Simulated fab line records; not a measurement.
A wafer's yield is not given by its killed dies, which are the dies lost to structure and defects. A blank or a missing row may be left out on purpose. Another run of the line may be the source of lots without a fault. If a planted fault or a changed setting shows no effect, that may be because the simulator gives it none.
fab line records ; flow gf180mcu ; part 1 of 2: steps 1 to 30 of 42
record lots=5; wafers=15; lastDay=33
route steps=602 shown PSD@254 NSD@262 SAB@264 SALICIDE@278 CONTACT@287
lots that met no fault: taken from a fault-free run of the same line
startH: hours from the record's opening day to when the first of the lot's shown wafers began ; waitH: hours from the lot's prior step to this one ; " same as the row above ; L1.1+2: several wafers, shown together as one row ; - either no value or no given start ; * or withheld: withheld ; < > ~ a bound
route shown NAME@n: names a module that has steps shown in the file, with the first one's number in the route ; usual: the fault-free wafers' mean and standard deviation ; same: alike in all rows ; chamber/n: place in a boat ; sites: the reading at each site ; _std_site: standard deviation of those values ; _edge_site: the outer-site mean with the inner-site mean subtracted ; radiusMm: for every site, how far away it sits from the centre of the wafer ; mask NAME#n: copy n ; behind: the tool/chamber that last shaped the wafer ; hold: reason for holding the lot/hours on hold/outcome of the hold ; device: the transistor (n, p or np) that didn't switch ; end of line: tests run on the same wafers once the route is complete ; step lacking rows: just its recipe ; killed: not the wafer's yield, but the dies lost to structure and defects at the first sort ; map: per-die view of a wafer (x killed, . not killed, _ where there is no die)
set.NAME: the setting as run; set.NAME@STEP: as run at that earlier step ; model.NAME: the simulator's own value behind a step, which no gauge read
lots seen at some steps along the route; tables by step, rows by wafer
services: a tool's chamber out of use, with start hour (startH, from the record's first day; less than 0 if before it), hours out, and reason
## steps
# step GF_PSD_DEVELOP_06
# recipe developTimeS=60; devTempC=23
lot.wafer;tool;chamber;startH;waitH
L075.1+2+5;lithoTrack-01;0;338.27;0.1
L083.1+4+6;lithoTrack-02;0;397.97;0.1
L085.1+2+5;lithoTrack-01;0;410.87;0.1
L087.1+2+5;lithoTrack-01;0;425.52;0.1
L091.2+4+5;lithoTrack-01;0;463.34;0.1
# step GF_PSD_CD_MEAS_07
# recipe targetCdNm=400
# usual cdNm=399.7/2.6
lot.wafer;tool;chamber;startH;waitH;cdNm
L075.1;cdSem-01;-;338.42;0.1;401.3
L075.2;cdSem-01;-;338.42;0.1;400.4
L075.5;cdSem-01;-;338.42;0.1;400.1
L083.1;cdSem-02;-;398.12;0.1;397.0
L083.4;cdSem-02;-;398.12;0.1;399.1
L083.6;cdSem-02;-;398.12;0.1;399.2
L085.1;cdSem-02;-;411.02;0.1;397.2
L085.2;cdSem-02;-;411.02;0.1;398.2
L085.5;cdSem-02;-;411.02;0.1;396.7
L087.1;cdSem-02;-;425.67;0.1;399.6
L087.2;cdSem-02;-;425.67;0.1;400.5
L087.5;cdSem-02;-;425.67;0.1;402.0
L091.2;cdSem-01;-;463.49;0.1;398.4
L091.4;cdSem-01;-;463.49;0.1;398.1
L091.5;cdSem-01;-;463.49;0.1;399.6
# step GF_PSD_OVL_MEAS_08
# usual PSD_OVL=-0.6/1.4
lot.wafer;tool;chamber;startH;waitH;PSD_OVL[nm]
L075.1;overlay-02;-;338.54;0.1;-1.2
L075.2;overlay-02;-;338.54;0.1;-0.7
L075.5;overlay-02;-;338.54;0.1;-2.1
L083.1;overlay-02;-;398.24;0.1;-3.7
L083.4;overlay-02;-;398.24;0.1;-1.3
L083.6;overlay-02;-;398.24;0.1;-2.4
L085.1;overlay-02;-;411.14;0.1;-0.5
L085.2;overlay-02;-;411.14;0.1;-0.5
L085.5;overlay-02;-;411.14;0.1;-1.5
L087.1;overlay-02;-;425.79;0.1;0.4
L087.2;overlay-02;-;425.79;0.1;0.4
L087.5;overlay-02;-;425.79;0.1;1.5
L091.2;overlay-02;-;463.59;0.1;0.3
L091.4;overlay-02;-;463.59;0.1;0.8
L091.5;overlay-02;-;463.59;0.1;0.8
# step GF_PSD_IMPLANT_09
# recipe species=BF2; energyKev=40; doseCm2=1.5e+15; tiltDeg=7
lot.wafer;tool;chamber;startH;waitH
L075.1+2+5;implanter-04;0;338.57;0.0
L083.1+4+6;implanter-02;0;398.28;0.0
L085.1+2+5;implanter-01;0;411.17;0.0
L087.1+2+5;implanter-01;0;425.82;0.0
L091.2+4+5;implanter-04;0;463.65;0.0
# step GF_PSD_STRIP_10
# recipe chemistry=O2/N2; powerW=1400; pressureMtorr=1500; platenTempC=250; o2FlowSccm=3000; n2FlowSccm=300; overashFraction=0.5
# usual drypumpMotorCurrentA=5.54/0.29; heaterPowerW=347/34; oesProductAu=0.592/0.0047; stripTimeToEndpointS=16.53/0.031
lot.wafer;tool;chamber;startH;waitH;drypumpMotorCurrentA;heaterPowerW;oesProductAu;rfHoursCounterH;stripTimeToEndpointS
L075.1;plasmaAsher-01;1;338.72;0.1;5.37;374;0.600;55;16.58
L075.2;plasmaAsher-01;0;338.72;0.1;5.23;365;0.590;55;16.55
L075.5;plasmaAsher-01;0;338.72;0.1;5.21;365;0.592;-;16.54
L083.1;plasmaAsher-02;1;398.43;0.1;5.73;323;0.595;74;16.49
L083.4;plasmaAsher-02;1;398.43;0.1;5.71;321;0.599;-;16.52
L083.6;plasmaAsher-02;1;398.43;0.1;5.74;323;0.587;-;16.51
L085.1;plasmaAsher-01;0;411.32;0.1;5.24;376;0.595;62;16.58
L085.2;plasmaAsher-01;1;411.32;0.1;5.37;379;0.584;62;16.52
L085.5;plasmaAsher-01;1;411.32;0.1;5.35;377;0.588;-;16.62
L087.1;plasmaAsher-02;0;425.97;0.1;5.81;352;0.599;77;16.61
L087.2;plasmaAsher-02;1;425.97;0.1;5.71;328;0.592;77;16.62
L087.5;plasmaAsher-02;0;425.97;0.1;5.81;351;0.599;-;16.59
L091.2;plasmaAsher-02;1;463.77;0.1;5.72;331;0.602;81;16.54
L091.4;plasmaAsher-02;0;463.77;0.1;5.80;353;0.596;-;16.53
L091.5;plasmaAsher-02;1;463.77;0.1;5.71;327;0.591;-;16.51
# step GF_PSD_TW_MEAS_11
# usual PSD_TW=3161/24
lot.wafer;tool;chamber;startH;waitH;PSD_TW
L075.1;filmMetro-02;-;338.82;0.1;3103
L075.2;filmMetro-02;-;338.82;0.1;3113
L075.5;filmMetro-02;-;338.82;0.1;3111
L083.1;filmMetro-01;-;398.53;0.1;3179
L083.4;filmMetro-01;-;398.53;0.1;3173
L083.6;filmMetro-01;-;398.53;0.1;3183
L085.1;filmMetro-02;-;411.42;0.1;3118
L085.2;filmMetro-02;-;411.42;0.1;3104
L085.5;filmMetro-02;-;411.42;0.1;3121
L087.1;filmMetro-01;-;426.07;0.1;3158
L087.2;filmMetro-01;-;426.07;0.1;3179
L087.5;filmMetro-01;-;426.07;0.1;3163
L091.2;filmMetro-03;-;463.88;0.1;3183
L091.4;filmMetro-03;-;463.88;0.1;3165
L091.5;filmMetro-03;-;463.88;0.1;3174
# step GF_PSD_CLEAN_12
# recipe chemistry=SC1/SC2; mix=1:4:20; tempC=70; timeS=150; dry=n2Spin
lot.wafer;tool;chamber;startH;waitH
L075.1+2+5;wetBench-03;0;338.88;0.1
L083.1+4+6;wetBench-04;3;398.59;0.1
L085.1+2+5;wetBench-01;2;411.48;0.1
L087.1+2+5;wetBench-03;0;426.13;0.1
L091.2+4+5;wetBench-04;0;463.93;0.0
# step GF_PSD_RTA_13
# recipe tempC=1025; timeS=20; ambient=N2
# usual lampPowerPct=33.0/1.5; wafer_temp_C_max=1030.1/1.9
lot.wafer;tool;chamber;startH;waitH;lampPowerPct;wafer_temp_C_max
L075.1;rtpAnneal-01;0;338.94;0.0;31.7;1029.1
L075.2;rtpAnneal-01;0;338.94;0.0;31.7;1033.2
L075.5;rtpAnneal-01;0;338.94;0.0;31.7;1029.7
L083.1;rtpAnneal-02;0;398.64;0.0;34.7;1028.1
L083.4;rtpAnneal-02;0;398.64;0.0;34.6;1027.7
L083.6;rtpAnneal-02;0;398.64;0.0;34.6;1027.8
L085.1;rtpAnneal-02;0;411.53;0.0;34.6;1028.2
L085.2;rtpAnneal-02;0;411.53;0.0;34.6;1029.2
L085.5;rtpAnneal-02;0;411.53;0.0;34.6;1027.4
L087.1;rtpAnneal-01;0;426.19;0.0;31.6;1033.8
L087.2;rtpAnneal-01;0;426.19;0.0;31.7;1034.7
L087.5;rtpAnneal-01;0;426.19;0.0;31.7;1032.3
L091.2;rtpAnneal-01;0;464.00;0.0;31.7;1031.9
L091.4;rtpAnneal-01;0;464.00;0.0;31.7;1033.1
L091.5;rtpAnneal-01;0;464.00;0.0;31.7;1032.5
# step GF_PSD_RS_MEAS_14
# recipe thkMeasGauge=four-point-probe
# usual NSD_RS=46.13/0.081
lot.wafer;tool;chamber;startH;waitH;NSD_RS[ohm/sq]
L075.1;filmMetro-03;-;339.02;0.1;46.09
L075.2;filmMetro-03;-;339.02;0.1;46.13
L075.5;filmMetro-03;-;339.02;0.1;46.09
L083.1;filmMetro-01;-;398.72;0.1;46.31
L083.4;filmMetro-01;-;398.72;0.1;46.15
L083.6;filmMetro-01;-;398.72;0.1;46.20
L085.1;filmMetro-03;-;411.62;0.1;46.06
L085.2;filmMetro-03;-;411.62;0.1;46.09
L085.5;filmMetro-03;-;411.62;0.1;46.15
L087.1;filmMetro-02;-;426.28;0.1;45.90
L087.2;filmMetro-02;-;426.28;0.1;45.99
L087.5;filmMetro-02;-;426.28;0.1;46.05
L091.2;filmMetro-02;-;464.09;0.1;46.28
L091.4;filmMetro-02;-;464.09;0.1;46.01
L091.5;filmMetro-02;-;464.09;0.1;46.14
# step GF_PSD_RS_MEAS_15
# recipe thkMeasGauge=four-point-probe
# usual PSD_RS=108.59/0.29
lot.wafer;tool;chamber;startH;waitH;PSD_RS[ohm/sq]
L075.1;filmMetro-03;-;339.14;0.1;108.36
L075.2;filmMetro-03;-;339.14;0.1;108.40
L075.5;filmMetro-03;-;339.14;0.1;108.53
L083.1;filmMetro-01;-;398.84;0.1;109.01
L083.4;filmMetro-01;-;398.84;0.1;108.52
L083.6;filmMetro-01;-;398.84;0.1;108.79
L085.1;filmMetro-03;-;411.74;0.1;108.54
L085.2;filmMetro-03;-;411.74;0.1;108.60
L085.5;filmMetro-03;-;411.74;0.1;108.74
L087.1;filmMetro-02;-;426.40;0.1;108.07
L087.2;filmMetro-02;-;426.40;0.1;108.44
L087.5;filmMetro-02;-;426.40;0.1;108.11
L091.2;filmMetro-02;-;464.21;0.1;108.59
L091.4;filmMetro-02;-;464.21;0.1;108.93
L091.5;filmMetro-02;-;464.21;0.1;108.57
# step GF_SAB_CVD_00
# recipe material=SiO2; targetThkNm=50; precursor=TEOS; tempC=400; timeS=4.9302; rfW=600
# usual heaterPowerW=735/110
lot.wafer;tool;chamber;startH;waitH;heaterPowerW
L075.1;pecvd-03;2;339.26;0.1;574
L075.2;pecvd-03;0;339.26;0.1;733
L075.5;pecvd-03;0;339.26;0.1;747
L083.1;pecvd-03;1;398.96;0.1;804
L083.4;pecvd-03;1;398.96;0.1;834
L083.6;pecvd-03;0;398.96;0.1;752
L085.1;pecvd-02;0;411.86;0.1;909
L085.2;pecvd-02;1;411.86;0.1;809
L085.5;pecvd-02;0;411.86;0.1;865
L087.1;pecvd-02;1;426.52;0.1;827
L087.2;pecvd-02;0;426.52;0.1;835
L087.5;pecvd-02;2;426.52;0.1;669
L091.2;pecvd-02;2;464.31;0.1;662
L091.4;pecvd-02;2;464.31;0.1;661
L091.5;pecvd-02;2;464.31;0.1;685
# step GF_SAB_THK_MEAS_01
# recipe reads=SiO2_of_SAB_CVD_00
# usual SAB_CVD_00_THK=49.8/0.54
lot.wafer;tool;chamber;startH;waitH;SAB_CVD_00_THK[nm]
L075.1;filmMetro-03;-;339.28;0.0;49.3
L075.2;filmMetro-03;-;339.28;0.0;50.1
L075.5;filmMetro-03;-;339.28;0.0;50.2
L083.1;filmMetro-04;-;398.98;0.0;49.4
L083.4;filmMetro-04;-;398.98;0.0;50.2
L083.6;filmMetro-04;-;398.98;0.0;50.2
L085.1;filmMetro-01;-;411.88;0.0;48.9
L085.2;filmMetro-01;-;411.88;0.0;49.0
L085.5;filmMetro-01;-;411.88;0.0;49.9
L087.1;filmMetro-04;-;426.59;0.1;49.3
L087.2;filmMetro-04;-;426.59;0.1;49.2
L087.5;filmMetro-04;-;426.59;0.1;49.8
L091.2;filmMetro-03;-;464.35;0.0;48.9
L091.4;filmMetro-03;-;464.35;0.0;49.4
L091.5;filmMetro-03;-;464.35;0.0;50.1
# step GF_SAB_DEHYDRATE_02
# recipe tempC=200; timeS=60
lot.wafer;tool;chamber;startH;waitH
L075.1+2+5;lithoTrack-02;0;349.22;9.9
L083.1+4+6;lithoTrack-01;0;410.12;11.1
L085.1+2+5;lithoTrack-01;0;422.82;10.9
L087.1+2+5;lithoTrack-02;0;437.87;11.3
L091.2+4+5;lithoTrack-02;0;475.64;11.3
# step GF_SAB_HMDS_03
# recipe primeTimeS=60; primeTempC=120
# usual primeTempC=119.99/0.13
lot.wafer;tool;chamber;startH;waitH;primeTempC
L075.1;lithoTrack-02;0;349.37;0.1;119.81
L075.2;lithoTrack-02;0;349.37;0.1;119.94
L075.5;lithoTrack-02;0;349.37;0.1;119.87
L083.1;lithoTrack-01;0;410.27;0.1;119.85
L083.4;lithoTrack-01;0;410.27;0.1;119.82
L083.6;lithoTrack-01;0;410.27;0.1;119.76
L085.1;lithoTrack-01;0;422.97;0.1;119.91
L085.2;lithoTrack-01;0;422.97;0.1;120.22
L085.5;lithoTrack-01;0;422.97;0.1;120.21
L087.1;lithoTrack-02;0;438.02;0.1;120.25
L087.2;lithoTrack-02;0;438.02;0.1;119.95
L087.5;lithoTrack-02;0;438.02;0.1;120.26
L091.2;lithoTrack-02;0;475.79;0.1;119.98
L091.4;lithoTrack-02;0;475.79;0.1;119.97
L091.5;lithoTrack-02;0;475.79;0.1;119.97
# step GF_SAB_COAT_04
# recipe resist=NOVOLAK; spinRpm=3000; resistThkNm=1000
lot.wafer;tool;chamber;startH;waitH
L075.1+2+5;lithoTrack-02;0;349.52;0.1
L083.1+4+6;lithoTrack-01;0;410.42;0.1
L085.1+2+5;lithoTrack-01;0;423.12;0.1
L087.1+2+5;lithoTrack-02;0;438.17;0.1
L091.2+4+5;lithoTrack-02;0;475.94;0.1
# step GF_SAB_SOFTBAKE_05
# recipe tempC=90; timeS=60; resist=NOVOLAK
lot.wafer;tool;chamber;startH;waitH
L075.1+2+5;lithoTrack-02;0;349.67;0.1
L083.1+4+6;lithoTrack-01;0;410.57;0.1
L085.1+2+5;lithoTrack-01;0;423.27;0.1
L087.1+2+5;lithoTrack-02;0;438.32;0.1
L091.2+4+5;lithoTrack-02;0;476.09;0.1
# step GF_SAB_EXPOSE_06
# recipe maskId=SAB; targetCdNm=420; na=0.6; sourceShape=conventional; sigmaOuter=0.6; doseMj=140
lot.wafer;tool;chamber;startH;waitH;mask
L075.1+2+5;ilineStepper-02;0;-;-;SAB#0
L083.1+4+6;ilineStepper-02;0;-;-;SAB#0
L085.1+2+5;ilineStepper-01;0;-;-;SAB#0
L087.1+2+5;ilineStepper-02;0;-;-;SAB#0
L091.2+4+5;ilineStepper-01;0;-;-;SAB#0
# step GF_SAB_PEB_07
# recipe tempC=withheld; timeS=*; resist=NOVOLAK
lot.wafer;tool;chamber;startH;waitH
L075.1+2+5;lithoTrack-02;0;-;-
L083.1+4+6;lithoTrack-01;0;-;-
L085.1+2+5;lithoTrack-01;0;-;-
L087.1+2+5;lithoTrack-01;0;-;-
L091.2+4+5;lithoTrack-01;0;-;-
# step GF_SAB_DEVELOP_08
# recipe developTimeS=60; devTempC=23
lot.wafer;tool;chamber;startH;waitH
L075.1+2+5;lithoTrack-02;0;361.12;0.1
L083.1+4+6;lithoTrack-01;0;421.92;0.1
L085.1+2+5;lithoTrack-01;0;434.87;0.1
L087.1+2+5;lithoTrack-01;0;451.02;0.1
L091.2+4+5;lithoTrack-01;0;487.84;0.1
# step GF_SAB_CD_MEAS_09
# recipe targetCdNm=420
# usual cdNm=419.4/2.2
lot.wafer;tool;chamber;startH;waitH;cdNm
L075.1;cdSem-01;-;361.27;0.1;423.3
L075.2;cdSem-01;-;361.27;0.1;422.2
L075.5;cdSem-01;-;361.27;0.1;423.3
L083.1;cdSem-01;-;422.07;0.1;420.6
L083.4;cdSem-01;-;422.07;0.1;419.4
L083.6;cdSem-01;-;422.07;0.1;419.3
L085.1;cdSem-01;-;435.02;0.1;418.0
L085.2;cdSem-01;-;435.02;0.1;419.8
L085.5;cdSem-01;-;435.02;0.1;418.2
L087.1;cdSem-02;-;451.17;0.1;417.9
L087.2;cdSem-02;-;451.17;0.1;417.8
L087.5;cdSem-02;-;451.17;0.1;419.5
L091.2;cdSem-01;-;487.99;0.1;421.1
L091.4;cdSem-01;-;487.99;0.1;419.9
L091.5;cdSem-01;-;487.99;0.1;420.6
# step GF_SAB_OVL_MEAS_10
# usual SAB_OVL=0.2/1.5
lot.wafer;tool;chamber;startH;waitH;SAB_OVL[nm]
L075.1;overlay-02;-;361.39;0.1;1.3
L075.2;overlay-02;-;361.39;0.1;0.7
L075.5;overlay-02;-;361.39;0.1;1.8
L083.1;overlay-01;-;422.19;0.1;4.4
L083.4;overlay-01;-;422.19;0.1;1.3
L083.6;overlay-01;-;422.19;0.1;3.3
L085.1;overlay-02;-;435.14;0.1;0.3
L085.2;overlay-02;-;435.14;0.1;-0.8
L085.5;overlay-02;-;435.14;0.1;-0.9
L087.1;overlay-02;-;451.29;0.1;1.4
L087.2;overlay-02;-;451.29;0.1;-0.1
L087.5;overlay-02;-;451.29;0.1;-0.2
L091.2;overlay-02;-;488.09;0.1;-0.5
L091.4;overlay-02;-;488.09;0.1;-0.2
L091.5;overlay-02;-;488.09;0.1;-0.4
# step GF_SAB_ETCH_11
# recipe chemistry=C4F8/O2/Ar; maskMaterial=NOVOLAK; target=SiO2; targetDepthNm=55; sourceW=1500; biasW=1200; pressureMtorr=40; c4f8FlowSccm=withheld; O2_flow_sccm=6; Ar_flow_sccm=300; timeS=8.5
# usual oesProductAu=1.000/0.012
lot.wafer;tool;chamber;startH;waitH;oesProductAu;rfHoursCounterH
L075.1;rieDiel-01;2;361.43;0.0;1.009;69
L075.2;rieDiel-01;1;361.43;0.0;0.987;57
L075.5;rieDiel-01;3;361.43;0.0;1.005;-
L083.1;rieDiel-03;1;422.22;0.0;1.001;6
L083.4;rieDiel-03;3;422.22;0.0;0.986;13
L083.6;rieDiel-03;3;422.22;0.0;0.992;-
L085.1;rieDiel-04;2;435.17;0.0;0.996;49
L085.2;rieDiel-04;3;435.17;0.0;0.985;84
L085.5;rieDiel-04;2;435.17;0.0;0.998;-
L087.1;rieDiel-01;3;451.32;0.0;1.011;13
L087.2;rieDiel-01;1;451.32;0.0;0.995;59
L087.5;rieDiel-01;2;451.32;0.0;1.030;-
L091.2;rieDiel-04;3;488.12;0.0;0.984;85
L091.4;rieDiel-04;1;488.12;0.0;1.000;22
L091.5;rieDiel-04;0;488.12;0.0;1.018;-
# step GF_SAB_WET_ETCH_12
# recipe chemistry=dHF; targetDepthNm=22; dry=n2Spin; target=SiO2; tempC=25; dilution=100:1; timeS=440
lot.wafer;tool;chamber;startH;waitH
L075.1+2+5;wetBench-04;2;361.45;0.0
L083.1+4+6;wetBench-04;2;422.25;0.0
L085.1+2+5;wetBench-02;1;435.20;0.0
L087.1+2+5;wetBench-03;2;451.34;0.0
L091.2+4+5;wetBench-04;0;488.14;0.0
# step GF_SAB_STRIP_13
# recipe chemistry=O2/N2; powerW=1400; pressureMtorr=1500; platenTempC=250; o2FlowSccm=3000; n2FlowSccm=300; overashFraction=0.5
# usual drypumpMotorCurrentA=5.64/0.25; heaterPowerW=350/20; oesProductAu=0.710/0.0041; stripTimeToEndpointS=12.63/0.032
lot.wafer;tool;chamber;startH;waitH;drypumpMotorCurrentA;heaterPowerW;oesProductAu;rfHoursCounterH;stripTimeToEndpointS
L075.1;plasmaAsher-02;1;361.58;0.0;5.72;322;0.706;70;12.60
L075.2;plasmaAsher-02;0;361.58;0.0;5.82;356;0.705;70;12.60
L075.5;plasmaAsher-02;1;361.58;0.0;5.73;319;0.706;-;12.61
L083.1;plasmaAsher-04;1;422.38;0.0;5.86;349;0.708;33;12.68
L083.4;plasmaAsher-04;1;422.38;0.0;5.87;353;0.708;-;12.68
L083.6;plasmaAsher-04;1;422.38;0.0;5.88;346;0.712;-;12.67
L085.1;plasmaAsher-02;1;435.33;0.0;5.72;321;0.708;78;12.63
L085.2;plasmaAsher-02;0;435.33;0.0;5.81;357;0.710;78;12.59
L085.5;plasmaAsher-02;1;435.33;0.0;5.72;323;0.707;-;12.62
L087.1;plasmaAsher-04;0;451.48;0.0;5.95;340;0.705;35;12.59
L087.2;plasmaAsher-04;1;451.48;0.0;5.87;344;0.705;35;12.61
L087.5;plasmaAsher-04;0;451.48;0.0;5.97;345;0.699;-;12.62
L091.2;plasmaAsher-04;0;488.27;0.0;5.97;336;0.716;39;12.65
L091.4;plasmaAsher-04;1;488.27;0.0;5.89;350;0.707;-;12.67
L091.5;plasmaAsher-04;0;488.27;0.0;5.98;343;0.704;-;12.67
# step GF_SALICIDE_CLEAN_00
# recipe chemistry=SC1/SC2; mix=1:4:20; tempC=70; timeS=150
lot.wafer;tool;chamber;startH;waitH
L075.1+2+5;wetBench-01;2;361.68;0.1
L083.1+4+6;wetBench-01;0;422.48;0.1
L085.1+2+5;wetBench-04;3;435.43;0.1
L087.1+2+5;wetBench-02;2;451.58;0.1
L091.2+4+5;wetBench-01;0;488.37;0.1
# step GF_SALICIDE_WET_ETCH_01
# recipe chemistry=dHF; targetDepthNm=5; dry=ipaMarangoni; target=SiO2; tempC=25; dilution=100:1; timeS=100
lot.wafer;tool;chamber;startH;waitH
L075.1+2+5;wetBench-04;1;361.73;0.0
L083.1+4+6;wetBench-02;1;422.53;0.0
L085.1+2+5;wetBench-04;0;435.48;0.0
L087.1+2+5;wetBench-01;3;451.63;0.0
L091.2+4+5;wetBench-04;1;488.42;0.0
# step GF_SALICIDE_SPUTTER_02
# recipe material=Co; targetThkNm=10; powerW=1000; timeS=20; chamberPressurePa=0.4
# usual throttleValvePct=30.1/1.1
lot.wafer;tool;chamber;startH;waitH;throttleValvePct
L075.1;pvdSputter-01;-;361.77;0.0;30.2
L075.2;pvdSputter-01;-;361.77;0.0;29.9
L075.5;pvdSputter-01;-;361.77;0.0;30.0
L083.1;pvdSputter-03;-;422.56;0.0;30.7
L083.4;pvdSputter-03;-;422.56;0.0;28.9
L083.6;pvdSputter-03;-;422.56;0.0;29.1
L085.1;pvdSputter-01;-;435.51;0.0;32.0
L085.2;pvdSputter-01;-;435.51;0.0;29.9
L085.5;pvdSputter-01;-;435.51;0.0;32.3
L087.1;pvdSputter-03;-;451.66;0.0;29.1
L087.2;pvdSputter-03;-;451.66;0.0;28.9
L087.5;pvdSputter-03;-;451.66;0.0;29.0
L091.2;pvdSputter-03;-;488.46;0.0;29.0
L091.4;pvdSputter-03;-;488.46;0.0;29.4
L091.5;pvdSputter-03;-;488.46;0.0;29.1
# step GF_SALICIDE_SPUTTER_03
# recipe material=TiN; targetThkNm=20; powerW=6500; timeS=16.7; chamberPressurePa=0.4
# usual throttleValvePct=30.0/1.1
lot.wafer;tool;chamber;startH;waitH;throttleValvePct
L075.1;pvdSputter-01;-;361.80;0.0;29.7
L075.2;pvdSputter-01;-;361.80;0.0;29.6
L075.5;pvdSputter-01;-;361.80;0.0;29.8
L083.1;pvdSputter-03;-;422.59;0.0;31.0
L083.4;pvdSputter-03;-;422.59;0.0;28.7
L083.6;pvdSputter-03;-;422.59;0.0;28.9
L085.1;pvdSputter-01;-;435.54;0.0;31.9
L085.2;pvdSputter-01;-;435.54;0.0;29.9
L085.5;pvdSputter-01;-;435.54;0.0;32.1
L087.1;pvdSputter-03;-;451.69;0.0;29.5
L087.2;pvdSputter-03;-;451.69;0.0;28.8
L087.5;pvdSputter-03;-;451.69;0.0;28.9
L091.2;pvdSputter-03;-;488.49;0.0;28.8
L091.4;pvdSputter-03;-;488.49;0.0;29.3
L091.5;pvdSputter-03;-;488.49;0.0;29.0
# step GF_SALICIDE_RS_MEAS_04
# recipe thkMeasGauge=four-point-probe; reads=TiN_of_SALICIDE_SPUTTER_03+Co_of_SALICIDE_SPUTTER_02
# usual SALICIDE_TIN_RS=16.2/0.32
lot.wafer;tool;chamber;startH;waitH;SALICIDE_TIN_RS[ohm/sq]
L075.1;filmMetro-03;-;361.82;0.0;16.1
L075.2;filmMetro-03;-;361.82;0.0;16.0
L075.5;filmMetro-03;-;361.82;0.0;15.8
L083.1;filmMetro-02;-;422.62;0.0;16.7
L083.4;filmMetro-02;-;422.62;0.0;16.5
L083.6;filmMetro-02;-;422.62;0.0;16.6
L085.1;filmMetro-02;-;435.57;0.0;16.4
L085.2;filmMetro-02;-;435.57;0.0;16.6
L085.5;filmMetro-02;-;435.57;0.0;16.0
L087.1;filmMetro-03;-;451.72;0.0;16.1
L087.2;filmMetro-03;-;451.72;0.0;16.6
L087.5;filmMetro-03;-;451.72;0.0;16.3
L091.2;filmMetro-03;-;488.53;0.0;16.0
L091.4;filmMetro-03;-;488.53;0.0;16.0
L091.5;filmMetro-03;-;488.53;0.0;16.1
# step GF_SALICIDE_THK_MEAS_05
# recipe thkMeasGauge=xrf; reads=TiN_of_SALICIDE_SPUTTER_03
# usual SALICIDE_TIN_THK=19.95/0.23
lot.wafer;tool;chamber;startH;waitH;SALICIDE_TIN_THK[nm]
L075.1;filmMetro-03;-;361.94;0.1;19.93
L075.2;filmMetro-03;-;361.94;0.1;20.14
L075.5;filmMetro-03;-;361.94;0.1;20.34
L083.1;filmMetro-02;-;422.74;0.1;19.86
L083.4;filmMetro-02;-;422.74;0.1;19.90
L083.6;filmMetro-02;-;422.74;0.1;19.82
L085.1;filmMetro-02;-;435.69;0.1;20.22
L085.2;filmMetro-02;-;435.69;0.1;20.07
L085.5;filmMetro-02;-;435.69;0.1;20.15
L087.1;filmMetro-03;-;451.84;0.1;19.70
L087.2;filmMetro-03;-;451.84;0.1;19.69
L087.5;filmMetro-03;-;451.84;0.1;19.95
L091.2;filmMetro-03;-;488.64;0.1;19.94
L091.4;filmMetro-03;-;488.64;0.1;19.77
L091.5;filmMetro-03;-;488.64;0.1;19.85
